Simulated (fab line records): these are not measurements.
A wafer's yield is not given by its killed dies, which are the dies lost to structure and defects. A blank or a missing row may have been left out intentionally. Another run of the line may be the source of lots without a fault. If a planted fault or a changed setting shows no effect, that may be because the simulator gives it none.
Matching of chambers | flow sky130 | 4 sister chambers for SKY_VIA2_CMP_02 on cmp-01
The step polishes SiO2. 16 wafers are shown with their chamber, then 8 later ones without.

## WAFERS WITH THEIR CHAMBER
wafer  | chamber | motor current A (A)
L074.3 | 3       | 10.8
L074.5 | 3       | 11.9
L074.6 | 0       | 9.4
L076.1 | 1       | 11.5
L076.2 | 3       | 11.5
L076.6 | 0       | 9.7
L080.2 | 0       | 10.5
L080.5 | 0       | 9.9
L080.6 | 3       | 10.8
L079.3 | 0       | 9.4
L079.4 | 1       | 10.8
L079.5 | 2       | 14.2
L081.3 | 0       | 10.1
L081.5 | 1       | 10.3
L081.6 | 0       | 9.7
L090.2 | 3       | 10.6

SIGNATURES (means of the wafers above)
reading         | chamber 0 | chamber 1 | chamber 2 | chamber 3 | scatter within a chamber
motor current A | 9.814     | 10.867    | 14.200    | 11.120    | 0.49
Rule: distance of a wafer from a chamber = root of the sum over the readings of ((wafer's reading minus chamber's mean) / reading's scatter) squared. If the next closest chamber is less than 2 further off than the closest, the wafer can't be placed; otherwise it belongs to the closest. The scatter is the square root of a quotient: the sum, over the shown wafers, of each reading's squared deviation from its chamber's mean, divided by wafers minus chambers.

## WAFERS WITHOUT THEIR CHAMBER
wafer  | motor current A (A)
L090.4 | 14.0
L090.5 | 10.5
L092.2 | 9.8
L092.4 | 12.9
L092.6 | 13.7
L097.1 | 10.9
L097.2 | 11.6
L097.5 | 10.4

## WHICH CHAMBER EACH ONE RAN IN
wafer  | from the rows above          | in truth
L090.4 | 2                            | 2
L090.5 | can't be placed: 1 or 3 or 0 | 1
L092.2 | 0                            | 0
L092.4 | can't be placed: 2 or 3 or 1 | 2
L092.6 | 2                            | 2
L097.1 | can't be placed: 1 or 3      | 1
L097.2 | can't be placed: 3 or 1      | 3
L097.5 | can't be placed: 1 or 0 or 3 | 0
Correctly placed: 3 of 8. These rows do not allow placing 5 (true chamber among the candidates in 5). 0 placed wrongly.
